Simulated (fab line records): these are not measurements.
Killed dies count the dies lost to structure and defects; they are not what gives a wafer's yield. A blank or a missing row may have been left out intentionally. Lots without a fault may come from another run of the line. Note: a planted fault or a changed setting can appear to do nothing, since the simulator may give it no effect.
fab line records | flow sky130
record: lots: 6 wafers: 18 last_day: 49
route steps=708 shown LOCAL_INTERCONNECT@405 CONTACT@406
lots with no fault: from the same line, run without faults
start_h: hours from the record's first day to the start of the lot's first wafer shown | wait_h: hours from the lot's prior step to this one | " same as the row above | L1.1+2: several wafers, shown together as one row | - no value, or no start given | * or withheld: withheld | < > ~ a bound
route shown NAME@n: NAME is a module with steps in the file, n the number in the route of the first one | usual: average and standard deviation across the fault-free wafers | same: alike in all rows | chamber/n: place in a boat | sites: each site's reading | _std_site: how widely they spread, as a standard deviation | _edge_site: outer sites' mean less inner sites' | radius_mm: for every site, how far away it sits from the centre of the wafer | mask NAME#n: copy n | behind: the tool/chamber that last shaped the wafer | hold: cause of the lot's hold/its duration in hours/its outcome | device: which transistor (n, p or np) failed to switch | end of line: tests of these same wafers at the route's end | a step with no rows: only its recipe | killed: at the first sort, the dies lost to defects and structure; wafer yield is something else | map: shows each die of a wafer: x if killed, . if not, _ if none is there
set.NAME: the setting that was run; set.NAME@STEP: the one run at that earlier step | model.NAME: the simulator's own value behind a step, which no gauge read
a table for each step, a row for each wafer; lots at some steps of the route
services: when a tool's chamber went out of use (start_h, in hours from the record's first day, below 0 if earlier), for how many hours, and the reason
== steps ==
step: SKY_LOCAL_INTERCONNECT_CLEAN_18
recipe: chemistry: O3/DIW dry: n2_spin
step: SKY_CONTACT_CVD_00
recipe: material: Si3N4 target_thk_nm: 75 temp_c: 400 time_s: withheld rf_w: 450
usual: heater_power_w: 687/76
columns lot.wafer tool chamber start_h wait_h heater_power_w
L881.1 pecvd-02 2 708.88 0.0 564
L881.3 " 1 " " 793
L881.4 " 0 " " 748
L887.1 pecvd-01 1 767.30 0.0 686
L887.4 " 0 " " 699
L887.6 " 2 " " 662
L889.2 pecvd-01 2 785.27 0.0 540
L889.3 " 1 " " 608
L889.4 " 1 " " 615
L890.3 pecvd-02 1 785.63 0.0 765
L890.5 " 1 " " 751
L890.6 " 0 " " 645
L899.2 pecvd-02 0 853.05 0.0 649
L899.3 " 2 " " 606
L899.6 " 0 " " 652
L900.2 pecvd-02 1 859.68 0.0 759
L900.3 " 2 " " 570
L900.6 " 0 " " 755
step: SKY_CONTACT_THK_MEAS_01
recipe: reads: Si3N4_of_CONTACT_CVD_00
usual: CONTACT_CVD_00_THK: 75.1/1
columns lot.wafer tool chamber start_h wait_h CONTACT_CVD_00_THK[nm]
L881.1 film_metro-04 - 708.91 - 73.6
L881.3 " - " " 73.8
L881.4 " - " " 75.7
L887.1 film_metro-03 - 767.33 - 74.8
L887.4 " - " " 74.8
L887.6 " - " " 75.5
L889.2 film_metro-04 - 785.31 - 74.8
L889.3 " - " " 73.8
L889.4 " - " " 74.8
L890.3 film_metro-03 - 785.68 - 74.5
L890.5 " - " " 75.1
L890.6 " - " " 75.0
L899.2 film_metro-01 - 853.09 - 75.3
L899.3 " - " " 75.0
L899.6 " - " " 76.5
L900.2 film_metro-04 - 859.72 - 75.4
L900.3 " - " " 74.9
L900.6 " - " " 75.9
step: SKY_CONTACT_HDPCVD_02
recipe: material: SiO2 target_thk_nm: 565 sigma_open_frac: 0.3 time_s: 94.2 temp_c: 600 sih4_flow_sccm: 60 pressure_mtorr: 6
step: SKY_CONTACT_THK_MEAS_03
recipe: reads: SiO2_of_CONTACT_HDPCVD_02
usual: CONTACT_HDPCVD_THK: 568/7.1
columns lot.wafer tool chamber start_h wait_h CONTACT_HDPCVD_THK[nm]
L881.1 film_metro-01 - 709.04 0.0 572
L881.3 " - " " 567
L881.4 " - " " 574
L887.1 film_metro-04 - 767.46 0.0 562
L887.4 " - " " 563
L887.6 " - " " 565
L889.2 film_metro-01 - 785.44 0.0 560
L889.3 " - " " 566
L889.4 " - " " 559
L890.3 film_metro-03 - 785.81 0.1 569
L890.5 " - " " 560
L890.6 " - " " 572
L899.2 film_metro-03 - 853.22 0.0 574
L899.3 " - " " 556
L899.6 " - " " 572
L900.2 film_metro-01 - 859.85 0.0 566
L900.3 " - " " 559
L900.6 " - " " 569
step: SKY_CONTACT_CMP_04
recipe: material: SiO2 down_force_psi: 3.916 platen_rpm: 60 pad_velocity_m_s: 0.94248
usual: motor_current_A: 11.8/0.98 slurry_flow_ml_min: 149.9/0.48 time_to_endpoint_s: 88/4
columns lot.wafer tool chamber start_h wait_h motor_current_A slurry_flow_ml_min time_to_endpoint_s
L881.4 cmp-01 0 709.10 0.0 11.5 149.8 88
L881.3 " 1 " " 10.6 149.5 92
L881.1 " 3 " " 13.1 149.2 93
L887.1 cmp-02 1 767.52 0.1 12.0 150.1 89
L887.4 " 3 " " 12.3 150.1 84
L887.6 " 2 " " 11.3 150.2 86
L889.4 cmp-02 2 785.49 0.0 11.8 149.6 81
L889.3 " 3 " " 12.8 150.0 82
L889.2 " 1 " " 11.6 149.9 83
L890.3 cmp-02 3 786.00 0.2 12.8 150.6 89
L890.6 " 0 " " 12.9 150.1 92
L890.5 " 1 " " 11.9 150.8 88
L899.2 cmp-01 1 853.27 0.0 9.8 149.9 93
L899.3 " 2 " " 10.8 150.2 85
L899.6 " 2 " " 10.8 151.0 91
L900.3 cmp-01 2 860.11 0.2 10.7 150.6 84
L900.2 " 3 " " 12.2 149.8 85
L900.6 " 1 " " 10.2 149.8 92
step: SKY_CONTACT_BOW_MEAS_05
recipe: mode: bow
usual: CONTACT_BOW: 81/6.4
columns lot.wafer tool chamber start_h wait_h CONTACT_BOW[um]
L881.1 film_metro-01 - 709.40 0.1 75
L881.3 " - " " 90
L881.4 " - " " 77
L887.1 film_metro-03 - 767.82 0.2 76
L887.4 " - " " 68
L887.6 " - " " 80
L889.2 film_metro-01 - 785.81 0.1 82
L889.3 " - " " 79
L889.4 " - " " 76
L890.3 film_metro-04 - 786.19 0.1 85
L890.5 " - " " 80
L890.6 " - " " 69
L899.2 film_metro-03 - 853.59 0.3 73
L899.3 " - " " 74
L899.6 " - " " 84
L900.2 film_metro-04 - 860.33 0.1 82
L900.3 " - " " 79
L900.6 " - " " 82
step: SKY_CONTACT_DEHYDRATE_06
recipe: temp_c: 200 time_s: 60
step: SKY_CONTACT_HMDS_07
recipe: prime_time_s: 60 prime_temp_c: 120
step: SKY_CONTACT_COAT_08
recipe: resist: BARC temp_c: withheld time_s: withheld spin_rpm: 3000 resist_thk_nm: 60
step: SKY_CONTACT_COAT_09
recipe: resist: KrF-thick spin_rpm: 3000 resist_thk_nm: 450
step: SKY_CONTACT_SOFTBAKE_10
recipe: temp_c: 100 time_s: 90 resist: KrF-thick
step: SKY_CONTACT_EXPOSE_11
recipe: mask_id: CTM1 na: 0.8 source_shape: annular sigma_inner: 0.55 sigma_outer: 0.85 target_cd_nm: 170 dose_mj: 38
usual: exposure_dose_mJ_cm2: 37.93/0.044 focus_offset_nm: 0.0/0.56 reticle_temp_C: 23.00/0.098
columns lot.wafer tool chamber start_h wait_h mask exposure_dose_mJ_cm2 focus_offset_nm reticle_temp_C
L881.1 krf_scanner-02 0 723.52 - CTM1#0 37.94 0.3 23.01
L881.3 " 0 " " CTM1#0 37.96 -0.2 22.90
L881.4 " 0 " " CTM1#0 37.93 0.1 22.81
L887.1 krf_scanner-01 0 781.87 - CTM1#0 37.94 -1.1 22.86
L887.4 " 0 " " CTM1#0 37.97 -0.8 22.91
L887.6 " 0 " " CTM1#0 37.98 0.3 23.00
L889.2 krf_scanner-02 - 799.80 - CTM1#0 - - -
L889.3 " - " " CTM1#0 - - -
L889.4 " - " " CTM1#0 - - -
L890.3 krf_scanner-01 - 800.06 - CTM1#0 - - -
L890.5 " - " " CTM1#0 - - -
L890.6 " - " " CTM1#0 - - -
L899.2 krf_scanner-01 0 866.58 - CTM1#0 37.94 -0.3 22.94
L899.3 " 0 " " CTM1#0 37.94 -0.3 23.12
L899.6 " 0 " " CTM1#0 37.91 -0.5 23.02
L900.2 krf_scanner-01 0 873.33 - CTM1#0 37.87 0.9 23.10
L900.3 " 0 " " CTM1#0 37.90 1.1 22.93
L900.6 " 0 " " CTM1#0 37.89 0.3 22.96
step: SKY_CONTACT_PEB_12
recipe: peb_temp_c: withheld peb_time_s: withheld resist: KrF-thick
== services ==
columns tool chamber start_h hours kind
pecvd-02 - 687.89 6.0 pm
krf_scanner-01 - 693.62 0.4 repair
cmp-01 - 699.01 2.6 repair
krf_scanner-01 - 710.35 4.0 pm
pecvd-02 2 714.62 13.2 repair
pecvd-01 0 725.15 3.5 repair
krf_scanner-02 - 730.41 0.8 pm
krf_scanner-02 - 731.16 21.0 pm
pecvd-02 - 739.87 5.5 pm
cmp-01 - 744.33 4.0 pm
krf_scanner-02 - 752.16 4.0 pm
krf_scanner-02 - 756.04 0.7 repair
krf_scanner-01 - 757.70 0.8 pm
krf_scanner-01 - 764.13 1.5 repair
krf_scanner-01 - 765.91 1.0 pm
cmp-01 - 783.61 0.6 repair
cmp-01 - 785.66 4.0 pm
krf_scanner-01 - 787.23 1.3 pm
krf_scanner-01 - 789.63 0.4 repair
cmp-01 - 794.37 18.9 pm
cmp-02 - 797.39 0.8 repair
krf_scanner-01 - 804.65 5.2 repair
cmp-02 - 843.65 5.6 pm
pecvd-02 - 853.79 2.8 pm
== key ==
first_sign: step: SKY_CONTACT_EXPOSE_11 reading: tool_record direction: missing
effect none on later readings
met_at SKY_CONTACT_EXPOSE_11
struck_wafers L889.2,L889.3,L889.4,L890.3,L890.5,L890.6
later_rows_left_out L889.2,L889.3,L889.4,L890.3,L890.5,L890.6
sort_left_out L889.2,L889.3,L889.4,L890.3,L890.5,L890.6
tester_left_out L889,L890
onset_between 781.87 799.80
fault: kind: skipped_step_whole tool: krf_scanner-01,krf_scanner-02 chamber: - onset_h: 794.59 steps: SKY_CONTACT_EXPOSE_11 scope: struck_lots_only
tester_left_out: of these lots the tester's yield and bins aren't shown, on N5 and GAA mostly nor the transistor test; their killed dies are dies lost to structure and defects alone, not to doping, threshold or leakage, so they don't give the yield
sort_left_out: the simulated sort isn't trusted on such a fault, so these wafers' sort isn't shown, and their yield isn't known
later_rows_left_out: the simulator's readings of these wafers behind a module that went badly wrong aren't trusted and aren't shown, but for the sort
